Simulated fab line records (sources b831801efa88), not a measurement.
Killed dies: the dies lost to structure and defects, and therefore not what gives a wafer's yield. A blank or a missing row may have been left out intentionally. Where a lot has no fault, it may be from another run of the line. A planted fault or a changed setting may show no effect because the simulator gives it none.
fab line records	flow sky130
[record] lots = 14	wafers = 39	last-day = 50
route steps=708 shown FIELD_ISO@1 DNWELL@44 VT_ADJUST_HVTP@93 PAD_OPEN@708
lots untouched by any fault: they come from a run of this same line in which no faults occurred
start-h: hours from the record's first day to the start of the lot's first wafer shown	wait-h: hours elapsed since this lot's preceding step	" identical to the entry in the row above	L1.1+2: a row that stands for several wafers	- no value, or no start was given	* or withheld: withheld	< > ~ a bound
route shown NAME@n: a module of which the file shows steps, and the number in the route of the first	usual: average and standard deviation across the fault-free wafers	same: alike in all rows	chamber/n: place in a boat	sites: readings site by site	_std_site: the standard deviation of these	_edge_site: outer sites' mean less inner sites'	radius-mm: for every site, how far away it sits from the centre of the wafer	mask NAME#n: copy n	behind: the most recent tool/chamber to have shaped the wafer	hold: cause of the lot's hold/its duration in hours/its outcome	device: transistor that didn't switch, given as n, p or np	end of line: the same wafers' tests at the end of the route	for a step that has no rows: nothing shown but its recipe	killed: dies lost to structure and defects at the first sort, not the wafer's yield	map: per-die view of a wafer (x killed, . not killed, _ where there is no die)
set.NAME: setting as actually run; set.NAME@STEP: the setting as run at that earlier step	model.NAME: the simulator's own value behind a step, which no gauge read
route steps across a sampled set of lots; one table per step, one row per wafer
services: the hour from which a tool's chamber was out of use, counted from the record's first day as start-h (under 0 if before that day), plus the number of hours and why
[[steps]]
[step SKY_FIELD_ISO_BOW_MEAS_00]
[recipe] mode = bow
[usual] INCOMING_BOW = -1/5.8
lot.wafer	tool	chamber	start-h	wait-h	INCOMING_BOW[um]
L336.4	film-metro-02	-	10.06	-	-3
L336.5	"	-	"	"	-9
L336.6	"	-	"	"	-13
L337.2	film-metro-03	-	15.02	-	0
L337.5	"	-	"	"	14
L337.6	"	-	"	"	-3
L338.1	film-metro-01	-	20.00	-	-2
L338.4	"	-	"	"	4
L338.5	"	-	"	"	5
L339.1	film-metro-03	-	25.00	-	-10
L339.3	"	-	"	"	1
L339.5	"	-	"	"	-3
L340.2	film-metro-01	-	30.02	-	-3
L340.4	"	-	"	"	1
L340.6	"	-	"	"	-6
L343.4	film-metro-03	-	45.06	-	1
L343.5	"	-	"	"	-2
L343.6	"	-	"	"	0
L344.2	film-metro-03	-	50.02	-	-2
L344.3	"	-	"	"	-5
L344.6	"	-	"	"	-6
L345.3	film-metro-03	-	55.04	-	-7
L345.4	"	-	"	"	-7
L345.5	"	-	"	"	-9
L346.1	film-metro-02	-	60.00	-	-4
L346.3	"	-	"	"	1
L346.5	"	-	"	"	1
L347.2	film-metro-01	-	65.02	-	1
L347.3	"	-	"	"	-7
L347.5	"	-	"	"	11
L348.1	film-metro-03	-	70.00	-	5
L348.2	"	-	"	"	-7
L348.6	"	-	"	"	-4
L351.4	film-metro-03	-	85.06	-	8
L351.6	"	-	"	"	0
L353.1	film-metro-01	-	95.00	-	1
L353.3	"	-	"	"	-1
L356.3	film-metro-02	-	110.04	-	-10
L356.4	"	-	"	"	7
[step SKY_FIELD_ISO_ETCH_17]
[recipe] target-depth-a = 3420	mask-material = Si3N4	chemistry = HBr/Cl2/O2	target = Si	taper-deg = 5	icp-w = 600	bias-w = 150	pressure-mtorr = 15	HBr_flow_sccm = 150	Cl2_flow_sccm = 40	O2_flow_sccm = 6	time-s = 97.7
[usual] drypump-motor-current-A = 5.9/0.5	mfc-cl2-sccm = 40.02/0.12	oes-product-au = 0.998/0.0074	rf-fwd-power-W = 596.6/2.2	throttle-valve-pct = 25.658/0.011
lot.wafer	tool	chamber	start-h	wait-h	drypump-motor-current-A	mfc-cl2-sccm	oes-product-au	rf-fwd-power-W	rf-hours-counter-h	throttle-valve-pct
L336.4	rie-si-02	2	31.30	0.0	5.6	39.96	0.990	594.1	23	25.660
L336.5	"	0	"	"	6.4	40.02	0.994	591.4	-	25.680
L336.6	"	1	"	"	6.1	40.08	0.996	596.9	-	25.661
L337.2	rie-si-02	3	40.42	0.1	6.5	39.96	0.989	598.4	126	25.677
L337.5	"	0	"	"	6.4	40.14	0.988	592.6	-	25.675
L337.6	"	1	"	"	6.0	40.10	0.989	594.0	-	25.656
L338.1	rie-si-02	1	40.60	0.1	6.1	40.04	0.995	598.5	56	25.654
L338.4	"	0	"	"	6.4	39.96	1.005	596.3	4	25.663
L338.5	"	3	"	"	6.5	40.10	0.999	596.0	-	25.665
L339.1	rie-si-01	3	44.77	0.1	5.3	39.99	0.991	598.0	49	25.630
L339.3	"	0	"	"	5.1	40.17	1.003	595.7	84	25.640
L339.5	"	3	"	"	5.3	40.02	0.988	596.2	-	25.656
L340.2	rie-si-02	1	49.70	0.1	6.1	40.10	0.998	595.8	56	25.655
L340.4	"	0	"	"	6.4	39.91	0.997	593.7	4	25.650
L340.6	"	1	"	"	6.1	39.99	0.992	597.1	-	25.654
L343.4	rie-si-01	1	64.82	0.0	5.3	40.06	1.004	600.8	1	25.665
L343.5	"	1	"	"	5.3	40.32	1.010	597.4	-	25.642
L343.6	"	2	"	"	6.0	39.99	0.997	597.1	-	25.660
L344.2	rie-si-02	2	71.15	0.1	5.6	40.04	1.004	596.7	23	25.677
L344.3	"	1	"	"	6.1	39.91	0.999	595.8	56	25.664
L344.6	"	3	"	"	6.5	39.93	0.998	596.7	-	25.670
L345.3	rie-si-02	3	75.77	0.0	6.5	40.02	0.992	597.9	126	25.661
L345.4	"	0	"	"	6.4	39.96	1.002	592.9	4	25.646
L345.5	"	0	"	"	6.4	40.06	1.002	593.0	-	25.656
L346.1	rie-si-02	3	80.00	0.1	6.5	40.07	0.993	595.7	126	25.670
L346.3	"	1	"	"	6.1	40.14	0.985	600.5	56	25.656
L346.5	"	3	"	"	6.5	40.16	0.997	594.7	-	25.674
L347.2	rie-si-01	0	89.85	0.1	5.1	40.23	1.016	595.4	85	25.658
L347.3	"	3	"	"	5.3	39.96	1.017	597.3	49	25.653
L347.5	"	3	"	"	5.3	39.87	0.999	599.3	-	25.649
L348.1	rie-si-01	0	93.02	0.1	5.1	40.18	1.004	598.8	85	25.651
L348.2	"	3	"	"	5.3	40.05	0.988	596.9	49	25.653
L348.6	"	2	"	"	6.0	40.06	1.002	595.9	-	25.649
L351.4	rie-si-01	1	109.53	0.0	5.3	40.01	0.826	598.7	2	25.777
L351.6	"	3	"	"	5.3	39.93	1.000	593.4	-	25.669
L353.1	rie-si-01	3	119.58	0.1	5.3	39.88	0.811	595.1	49	25.758
L353.3	"	1	"	"	5.3	39.99	0.994	598.6	2	25.665
L356.3	rie-si-01	1	132.80	0.0	5.3	39.98	0.989	600.2	2	25.660
L356.4	"	3	"	"	5.3	40.03	0.816	598.3	49	25.792
[step SKY_DNWELL_TW_MEAS_09]
[usual] DNWELL_TW = 1108/6.5
lot.wafer	tool	chamber	start-h	wait-h	DNWELL_TW
L336.4	film-metro-02	-	55.11	0.1	1105
L336.5	"	-	"	"	1108
L336.6	"	-	"	"	1099
L338.1	film-metro-02	-	64.57	0.1	1104
L338.4	"	-	"	"	1104
L338.5	"	-	"	"	1103
L337.2	film-metro-02	-	64.98	0.1	1099
L337.5	"	-	"	"	1095
L337.6	"	-	"	"	1101
L339.1	film-metro-04	-	67.97	0.1	1114
L339.3	"	-	"	"	1103
L339.5	"	-	"	"	1114
L340.2	film-metro-03	-	72.63	0.1	1110
L340.4	"	-	"	"	1113
L340.6	"	-	"	"	1118
L343.4	film-metro-04	-	93.90	0.1	1108
L343.5	"	-	"	"	1104
L343.6	"	-	"	"	1109
L344.2	film-metro-03	-	102.58	0.1	1113
L344.3	"	-	"	"	1111
L344.6	"	-	"	"	1114
L345.3	film-metro-04	-	105.39	0.1	1110
L345.4	"	-	"	"	1102
L345.5	"	-	"	"	1115
L346.1	film-metro-02	-	107.77	0.1	1100
L346.3	"	-	"	"	1097
L346.5	"	-	"	"	1098
L347.2	film-metro-04	-	113.88	0.1	1114
L347.3	"	-	"	"	1122
L347.5	"	-	"	"	1118
L348.1	film-metro-04	-	117.62	0.1	1109
L348.2	"	-	"	"	1111
L348.6	"	-	"	"	1107
L351.4	film-metro-02	-	136.26	0.1	1109
L351.6	"	-	"	"	1099
L353.1	film-metro-04	-	149.72	0.1	1108
L353.3	"	-	"	"	1102
L356.3	film-metro-02	-	162.59	0.1	1108
L356.4	"	-	"	"	1108
[step SKY_VT_ADJUST_HVTP_OVL_MEAS_08]
[usual] VT_ADJUST_HVTP_OVL = -0.1/1.7
lot.wafer	tool	chamber	start-h	wait-h	VT_ADJUST_HVTP_OVL[nm]
L336.4	overlay-02	-	125.72	0.1	-1.2
L336.5	"	-	"	"	-2.0
L336.6	"	-	"	"	-3.6
L338.1	overlay-01	-	135.75	0.1	1.5
L338.4	"	-	"	"	0.2
L338.5	"	-	"	"	0.0
L337.2	overlay-01	-	137.48	0.1	-0.1
L337.5	"	-	"	"	-0.3
L337.6	"	-	"	"	1.4
L339.1	overlay-02	-	140.10	0.1	0.5
L339.3	"	-	"	"	-0.6
L339.5	"	-	"	"	-1.1
L340.2	overlay-02	-	146.04	0.1	2.1
L340.4	"	-	"	"	-0.3
L340.6	"	-	"	"	0.7
L343.4	overlay-01	-	170.82	0.1	-2.8
L343.5	"	-	"	"	-1.2
L343.6	"	-	"	"	-0.7
L344.2	overlay-01	-	181.68	0.1	-0.9
L344.3	"	-	"	"	0.4
L344.6	"	-	"	"	-1.2
L345.3	overlay-02	-	183.65	0.1	0.2
L345.4	"	-	"	"	0.9
L345.5	"	-	"	"	0.3
L346.1	overlay-02	-	187.07	0.1	1.0
L346.3	"	-	"	"	3.3
L346.5	"	-	"	"	1.4
L347.2	overlay-02	-	193.46	0.1	1.2
L347.3	"	-	"	"	0.7
L347.5	"	-	"	"	1.7
L348.1	overlay-02	-	198.67	0.1	2.4
L348.2	"	-	"	"	-0.2
L348.6	"	-	"	"	1.7
L351.4	overlay-01	-	221.39	0.1	-2.6
L351.6	"	-	"	"	-2.3
L353.1	overlay-02	-	235.40	0.1	2.4
L353.3	"	-	"	"	3.2
L356.3	overlay-01	-	249.53	0.1	0.5
L356.4	"	-	"	"	-0.6
[step SKY_PAD_OPEN_PROBE_99]
[usual] killed_at_M0_to_M3 = 44/7	killed_at_M4_up = 3.0/1.7	killed-at-contacts = 24/5.2	killed-at-front-end = 15/4.8	killed-at-other = 0.2/0.56	killed-dies = 86/9.7	killed-open = 47/7.1	killed-short = 39/6.3
[same] gross-dies = 492	killed-at-back-side = 0
lot.wafer	tool	chamber	start-h	wait-h	killed_at_M0_to_M3	killed_at_M4_up	killed-at-contacts	killed-at-front-end	killed-at-other	killed-dies	killed-open	killed-short
L343.5	prober-02	-	1128.08	0.2	50	2	29	7	0	88	51	37
L343.6	prober-02	-	1128.13	0.2	55	4	21	14	0	94	50	43
L344.2	prober-02	-	1137.34	0.1	43	1	24	13	0	81	53	28
L344.3	prober-02	-	1137.39	0.2	45	2	18	8	0	73	41	32
L344.6	prober-02	-	1137.54	0.2	37	5	23	17	0	82	51	31
L345.3	prober-01	-	1139.51	0.2	39	1	23	14	0	77	39	38
L345.4	prober-01	-	1139.56	0.2	35	1	19	17	0	72	36	36
L345.5	prober-01	-	1139.61	0.2	42	1	21	28	0	92	44	48
L346.1	prober-02	-	1141.12	0.1	46	4	23	12	0	85	39	46
L346.3	prober-02	-	1141.22	0.2	44	8	21	22	0	95	48	46
L346.5	prober-02	-	1141.32	0.2	34	4	25	7	0	70	37	33
L347.5	prober-01	-	1144.97	0.2	47	1	22	14	0	84	42	42
L351.4	prober-02	-	1168.30	0.2	50	4	20	11	1	86	47	39
L351.6	prober-02	-	1168.40	0.2	40	2	29	18	1	90	43	46
L356.3	prober-01	-	1192.18	0.2	39	4	29	7	0	79	48	31
L356.4	prober-01	-	1192.23	0.2	58	1	21	9	0	89	49	40
// killed by level:class
L343.5 VIA1:geometric-particle:open=13 LI_CONTACT:geometric-particle:open=10 CONTACT:geometric-particle:open=8 VIA1:geometric-particle:short=8 VIA3:geometric-particle:open=7 LOCAL_INTERCONNECT:geometric-particle:short=5 VIA2:geometric-particle:short=5 VIA2:geometric-particle:open=5
L343.6 VIA3:geometric-particle:open=11 VIA1:geometric-particle:open=11 VIA2:geometric-particle:open=7 CONTACT:geometric-particle:open=6 METAL1:geometric-particle:short=6 FIELD_ISO:geometric-particle:open=5 FIELD_ISO:geometric-particle:short=5 LI_CONTACT:geometric-particle:short=4
L344.2 CONTACT:geometric-particle:open=13 VIA1:geometric-particle:open=11 VIA2:geometric-particle:open=9 VIA3:geometric-particle:open=5 FIELD_ISO:geometric-particle:short=4 LI_CONTACT:geometric-particle:open=4 VIA1:geometric-particle:short=4 METAL2:geometric-particle:open=4
L344.3 VIA1:geometric-particle:open=12 VIA3:geometric-particle:open=10 LI_CONTACT:geometric-particle:open=6 VIA1:geometric-particle:short=6 VIA2:geometric-particle:open=5 CONTACT:geometric-particle:open=4 LI_CONTACT:geometric-particle:short=3 CONTACT:geometric-particle:short=3
L344.6 VIA3:geometric-particle:open=11 CONTACT:geometric-particle:open=9 VIA1:geometric-particle:open=7 LI_CONTACT:geometric-particle:open=6 VIA2:geometric-particle:open=5 FIELD_ISO:geometric-particle:open=4 POLY_GATE:geometric-particle:short=4 LI_CONTACT:geometric-particle:short=4
L345.3 CONTACT:geometric-particle:open=11 VIA1:geometric-particle:open=7 VIA3:geometric-particle:open=6 LI_CONTACT:geometric-particle:open=5 VIA1:geometric-particle:short=5 METAL2:geometric-particle:short=5 POLY_GATE:geometric-particle:short=4 METAL1:geometric-particle:short=4
L345.4 CONTACT:geometric-particle:open=9 VIA1:geometric-particle:open=6 FIELD_ISO:geometric-particle:short=5 LOCAL_INTERCONNECT:geometric-particle:short=5 VIA2:geometric-particle:short=5 FIELD_ISO:geometric-particle:open=4 POLY_GATE:geometric-particle:open=4 METAL1:geometric-particle:short=4
L345.5 VIA1:geometric-particle:open=11 FIELD_ISO:geometric-particle:short=8 FIELD_ISO:geometric-particle:open=7 METAL2:geometric-particle:short=7 POLY_GATE:geometric-particle:open=6 LOCAL_INTERCONNECT:geometric-particle:short=6 METAL1:geometric-particle:short=6 CONTACT:geometric-particle:open=5
L346.1 VIA2:geometric-particle:open=11 METAL1:geometric-particle:short=10 VIA1:geometric-particle:short=7 LOCAL_INTERCONNECT:geometric-particle:short=6 LI_CONTACT:geometric-particle:open=5 FIELD_ISO:geometric-particle:open=4 CONTACT:geometric-particle:open=4 LI_CONTACT:geometric-particle:short=4
L346.3 VIA1:geometric-particle:open=12 FIELD_ISO:geometric-particle:short=10 CONTACT:geometric-particle:open=9 VIA3:geometric-particle:open=7 METAL4:geometric-particle:short=6 VIA1:geometric-particle:short=5 CONTACT:geometric-particle:short=4 VIA2:geometric-particle:open=4
L346.5 METAL1:geometric-particle:short=8 VIA1:geometric-particle:open=8 CONTACT:geometric-particle:short=7 CONTACT:geometric-particle:open=7 LI_CONTACT:geometric-particle:open=5 VIA2:geometric-particle:open=5 METAL4:geometric-particle:short=4 SPACER:geometric-particle:open=3
L347.5 CONTACT:geometric-particle:open=10 METAL2:geometric-particle:short=10 VIA3:geometric-particle:open=9 VIA1:geometric-particle:open=8 VIA2:geometric-particle:open=7 LI_CONTACT:geometric-particle:open=4 VIA1:geometric-particle:short=4 FIELD_ISO:geometric-particle:open=3
L351.4 VIA1:geometric-particle:open=11 VIA2:geometric-particle:open=8 CONTACT:geometric-particle:open=7 VIA1:geometric-particle:short=7 VIA3:geometric-particle:open=7 FIELD_ISO:geometric-particle:short=6 CONTACT:geometric-particle:short=5 METAL1:geometric-particle:short=5
L351.6 LI_CONTACT:geometric-particle:open=9 METAL2:geometric-particle:short=8 CONTACT:geometric-particle:open=7 LI_CONTACT:geometric-particle:short=7 VIA1:geometric-particle:open=7 VIA1:geometric-particle:short=6 FIELD_ISO:geometric-particle:short=4 FIELD_ISO:geometric-particle:open=4
L356.3 CONTACT:geometric-particle:open=10 LI_CONTACT:geometric-particle:open=8 VIA3:geometric-particle:open=8 VIA2:geometric-particle:open=8 LOCAL_INTERCONNECT:geometric-particle:short=6 VIA1:geometric-particle:open=6 VIA1:geometric-particle:short=4 METAL2:geometric-particle:short=3
L356.4 VIA1:geometric-particle:open=10 VIA2:geometric-particle:open=10 VIA3:geometric-particle:short=8 LI_CONTACT:geometric-particle:open=7 CONTACT:geometric-particle:open=7 METAL2:geometric-particle:short=6 METAL1:geometric-particle:short=6 VIA3:geometric-particle:open=6
[[services]]
tool	chamber	start-h	hours	kind
rie-si-02	1	20.53	9.2	repair
rie-si-01	-	38.22	3.0	repair
rie-si-01	3	77.21	2.6	repair
[[key]]
[first-sign] step = SKY_FIELD_ISO_ETCH_17	reading = oes-product-au	direction = down	sigmas = 24	usual = 0.998	struck = 0.818
[effect] step = SKY_FIELD_ISO_ETCH_17	reading = throttle-valve-pct	direction = up	sigmas = 11	usual = 25.658	struck = 25.776
met-at SKY_FIELD_ISO_ETCH_17
struck-lots L351,L353,L356
struck-wafers L351.4,L353.1,L356.4
tester-left-out L351,L353,L356
not-acting-at SKY_FIELD_ISO_BOW_MEAS_00,SKY_DNWELL_TW_MEAS_09,SKY_VT_ADJUST_HVTP_OVL_MEAS_08
onset-between 93.02 109.53
[fault] kind = process-parameter-drift	tool = rie-si-01	chamber = -	onset-h = 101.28	steps = SKY_FIELD_ISO_ETCH_17	channel = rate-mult	offset = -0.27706	shape = step	end-h = 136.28	scope = struck-wafers-only
// tester-left-out: of these lots the tester's yield and bins aren't shown, on N5 and GAA mostly nor the transistor test; their killed dies are dies lost to structure and defects alone, not to doping, threshold or leakage, so they don't give the yield
